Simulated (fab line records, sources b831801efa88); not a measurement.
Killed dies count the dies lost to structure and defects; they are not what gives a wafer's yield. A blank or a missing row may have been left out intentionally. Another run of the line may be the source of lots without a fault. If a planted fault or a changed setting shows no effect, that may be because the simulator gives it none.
Which tool was responsible? ; flow sky130 ; 13 lots, 39 wafers sampled, at 3 steps of a route of 708

WHAT THE GAUGES READ, wafer by wafer
SKY_POLY_GATE_OVL_MEAS_14. Usual: POLY_GATE_OVL gives 1 nm (standard deviation 4.9).
lot;measured;on;POLY_GATE_OVL (nm);flag
L564;day 16 18:16;overlay-01;-1 3 2;
L565;day 17 07:46;overlay-02;3 9 11;
L566;day 17 09:52;overlay-02;4 6 4;
L568;day 18 02:07;overlay-01;2 4 6;
L569;day 18 19:24;overlay-02;-1 -1 1;
L572;day 20 01:46;overlay-02;-1 -6 1;
L574;day 20 23:40;overlay-01;9 11 7;
L576;day 21 13:58;overlay-02;-8 -4 -7;
L578;day 22 03:13;overlay-01;3 2 10;
L579;day 22 15:04;overlay-01;-2 1 1;
L580;day 23 03:04;overlay-02;0 -4 -6;
L582;day 23 14:58;overlay-02;10 -3 3;
L586;day 25 01:46;overlay-01;2 0 -2;

SKY_VIA1_THK_MEAS_23: measures by xrf. Usual: VIA1_W_THK gives 279 nm (standard deviation 4.1).
lot;measured;on;VIA1_W_THK (nm);flag
L564;day 34 12:45;film_metro-03;284 283 281;
L565;day 34 20:00;film_metro-02;285 285 280;
L566;day 34 21:45;film_metro-03;280 275 276;
L568;day 35 17:20;film_metro-02;287 284 286;
L569;day 36 03:42;film_metro-01;281 277 280;
L572;day 37 07:09;film_metro-03;284 280 286;
L574;day 38 03:47;film_metro-03;276 275 277;
L576;day 38 09:58;film_metro-01;271 273 273;
L578;day 38 22:44;film_metro-03;277 275 273;
L579;day 39 07:26;film_metro-03;289 282 280;
L580;day 39 20:22;film_metro-03;284 284 284;
L582;day 40 01:22;film_metro-01;275 275 279;
L586;day 41 08:59;film_metro-03;278 275 276;

WHICH TOOL RAN EACH LOT (tool, then ch and the chambers of the sampled wafers, then the start)
lot;SKY_SONOS_ONO_SOFTBAKE_09
L564;litho_track-04 ch 0, day 12 11:35
L565;litho_track-03 ch 0, day 13 01:23
L566;litho_track-03 ch 0, day 13 02:17
L568;litho_track-04 ch 0, day 13 16:41
L569;litho_track-03 ch 0, day 14 07:05
L572;litho_track-02 ch 0, day 15 07:02
L574;litho_track-03 ch 0, day 16 07:32
L576;litho_track-03 ch 0, day 16 17:46
L578;litho_track-04 ch 0, day 17 08:50
L579;litho_track-03 ch 0, day 17 18:10
L580;litho_track-02 ch 0, day 18 06:01
L582;litho_track-03 ch 0, day 18 15:53
L586;litho_track-02 ch 0, day 20 06:23
- SKY_SONOS_ONO_SOFTBAKE_09: time 60 s.

WHAT THE TOOLS THEMSELVES READ (means of the sampled wafers that have a number; where no wafer has one, the mark that the record gives instead)
SKY_SONOS_ONO_SOFTBAKE_09. Usual: chill_plate_temp_C 22.99 C, standard deviation 0.09; heater_power_total_W 56.60 W, standard deviation 0.044; plate_temp_C 90.01 C, standard deviation 0.11; run_length_s 89.15 s, standard deviation 0.22.
lot;tool;chill_plate_temp_C (C);heater_power_total_W (W);plate_temp_C (C);run_length_s (s);flag
L564;litho_track-04;23.02;56.56;89.92;89.15;
L565;litho_track-03;23.02;56.58;90.04;89.01;
L566;litho_track-03;23.01;56.55;90.08;88.96;
L568;litho_track-04;22.92;56.54;90.02;89.09;
L569;litho_track-03;22.91;56.56;89.87;89.03;
L572;litho_track-02;22.97;56.64;90.08;89.36;
L574;litho_track-03;22.98;56.62;89.95;88.95;
L576;litho_track-03;22.80;56.62;89.87;89.01;
L578;litho_track-04;23.00;56.58;90.05;89.09;
L579;litho_track-03;23.01;58.64;-;82.71;OFF
L580;litho_track-02;23.09;56.62;90.13;89.47;
L582;litho_track-03;23.10;58.65;-;82.82;OFF
L586;litho_track-02;23.08;56.61;89.99;89.55;

THE ANSWER, worked out from the rows above alone
Rule: a lot is off if the mean of its wafers that have a number lies more than 3 standard deviations from the usual mean. A lot without any number at a reading at which 4 lots or more have one is off too. All remaining lots with rows at the step are treated as sound. Order of review: gauges by route order, followed by the tools' own readings, for which a lot's mean as printed above is used. At the first step where some lot is off, the reading lying furthest off is the one used; lots without a number count as furthest.
Off: L579, L582, at SKY_SONOS_ONO_SOFTBAKE_09 (plate_temp_C). Without a number there: L579, L582.
If a tool, at that step or one of the process steps before it, ran each lot that is off and ran no sound lot following the first of them, it fits. One candidate fits, namely litho_track-03 at SKY_SONOS_ONO_SOFTBAKE_09. Its last sound lot is L576 (day 16 17:46), its first lot that is off L579 (day 17 18:10): a fault that began between those two fits.
The tool's own readings at SKY_SONOS_ONO_SOFTBAKE_09 bear it out: on the lots that are off they differ by more than 5 times the standard deviation of the sound lots' means. heater_power_total_W reads 58.64 W there against 56.59 W on the sound lots; run_length_s reads 82.76 s there against 89.15 s on the sound lots.
Blank at SKY_SONOS_ONO_SOFTBAKE_09 on the lots that are off, where sound lots have numbers: plate_temp_C.

WHAT THE SIMULATOR HAD INSERTED
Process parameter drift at SKY_SONOS_ONO_SOFTBAKE_09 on litho_track-03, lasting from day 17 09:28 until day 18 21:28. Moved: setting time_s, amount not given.
Lots struck among those shown: L579, L582. Same finding as the rule above.
